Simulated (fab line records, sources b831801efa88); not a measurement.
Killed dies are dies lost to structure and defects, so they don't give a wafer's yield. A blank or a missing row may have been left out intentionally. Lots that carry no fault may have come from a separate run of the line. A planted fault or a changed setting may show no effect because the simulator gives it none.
One fault through the eyes of 2 desks :: flow gf180mcu :: numbers are kept per desk, each desk with only its own; the story behind them comes last

DESK OF THE TOOL OWNER: implanter-04
GF_MVSD_IMPLANT_08, tool's own readings: per-lot mean of the sampled wafers with a number, covering each lot this tool ran. A lot is out of limits, marked OUT, if its mean lies more than 4 standard deviations from the usual mean; the brackets give that distance.
Columns: A = beam-on-s at GF_MVSD_IMPLANT_08, usual 10.01 s; B = end-station-pressure-torr at GF_MVSD_IMPLANT_08, usual 5.07e-06 Torr; C = faraday-current-uA at GF_MVSD_IMPLANT_08, usual 90.1
lot: L956
first seen here: day 4 09:53
A: 10.06
B: 4.96e-06
C: 89.6

lot: L960
first seen here: day 5 09:08
A: 10.08
B: 5.17e-06
C: 89.4

lot: L961
first seen here: day 5 14:02
A: 10.18
B: 5.04e-06
C: 88.7

lot: L968
first seen here: day 7 09:35
A: 12.73 (+14) OUT
B: 5.27e-06
C: 70.7 (-11) OUT

lot: L973
first seen here: day 8 15:26
A: 12.62 (+13) OUT
B: 5.16e-06
C: 71.6 (-10) OUT

lot: L974
first seen here: day 8 21:47
A: 12.42 (+12) OUT
B: 5.00e-06
C: 72.6 (-9.7) OUT
This desk's verdict: out of limits on L968, L973, L974, starting with L968 at day 7 09:35 (beam-on-s at GF_MVSD_IMPLANT_08). In limits: L956, L960, L961.

AT THE METROLOGY DESK
What the gauges read, lot by lot, whatever tool the lot ran on: means of the sampled wafers that have a number. A lot is out of limits, marked OUT, if its mean lies more than 4 standard deviations from the usual mean; the brackets give that distance.
Columns: A = STI_CVD_03_THK at GF_STI_THK_MEAS_04, usual 207.1 nm; B = STI_CVD_23_THK at GF_STI_THK_MEAS_24, usual 661 nm; C = MVSD_TW at GF_MVSD_TW_MEAS_11, usual 1574; D = VT_IMPLANT_03_OVL at GF_VT_IMPLANT_OVL_MEAS_40, usual -1.3 nm; E = MVSD_RS at GF_VT_IMPLANT_RS_MEAS_46, usual 456.7 ohm/sq
lot: L956
first seen here: day 1 14:39
A: 206.8
B: 657
C: 1556
D: -0.4
E: 458.5

lot: L957
first seen here: day 1 18:34
A: 205.3
B: 660
C: 1554
D: -2.1
E: 456.1

lot: L958
first seen here: day 2 00:55
A: 207.2
B: 660
C: 1559
D: -2.4
E: 456.6

lot: L959
first seen here: day 2 04:34
A: 206.1
B: 665
C: 1560
D: -1.5
E: 456.6

lot: L960
first seen here: day 2 10:02
A: 208.9
B: 664
C: 1607
D: -1.0
E: 456.4

lot: L961
first seen here: day 2 14:58
A: 203.9
B: 657
C: 1568
D: -1.4
E: 457.2

lot: L962
first seen here: day 2 19:35
A: 208.7
B: 666
C: 1567
D: -2.6
E: 454.8

lot: L968
first seen here: day 4 01:34
A: 207.5
B: 658
C: 1657
D: -2.6
E: 407.0 (-45) OUT

lot: L973
first seen here: day 5 05:19
A: 206.7
B: 658
C: 1678 (+4.5) OUT
D: -1.6
E: 406.9 (-45) OUT

lot: L974
first seen here: day 5 09:19
A: 208.5
B: 662
C: 1701 (+5.5) OUT
D: -0.9
E: 407.6 (-45) OUT

lot: L976
first seen here: day 5 17:34
A: 205.5
B: 658
C: 1619
D: -3.3
E: 456.5

lot: L977
first seen here: day 5 22:34
A: 208.3
B: 656
C: 1557
D: -0.3
E: 456.7

lot: L978
first seen here: day 6 06:25
A: 206.2
B: 655
C: 1613
D: -0.9
E: 457.1
Finding of this desk: L968, L973, L974 out of limits, first seen on L973 at day 8 15:49 (MVSD_TW at GF_MVSD_TW_MEAS_11). In limits: L956, L957, L958, L959, L960, L961, L962, L976, L977, L978.

BROUGHT TOGETHER
The tool owner's desk had the chance to raise an alarm at day 7 09:35 on L968, L973, L974.
Metrology desk: alarm possible at day 8 15:49 on L968, L973, L974.
GF_MVSD_IMPLANT_08 was run on implanter-04 by each of the lots named.

WHAT THE SIMULATOR HAD INSERTED
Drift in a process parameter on implanter-04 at GF_MVSD_IMPLANT_08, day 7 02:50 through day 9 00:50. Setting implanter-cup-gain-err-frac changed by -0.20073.
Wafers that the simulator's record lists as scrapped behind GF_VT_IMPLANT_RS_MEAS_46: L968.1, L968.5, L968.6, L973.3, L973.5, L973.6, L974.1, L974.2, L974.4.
Lots struck among those shown: L968, L973, L974.
Counting hours from when the fault started, the first reading out of limits came at 7 for the tool owner's desk and at 37 for the metrology desk.
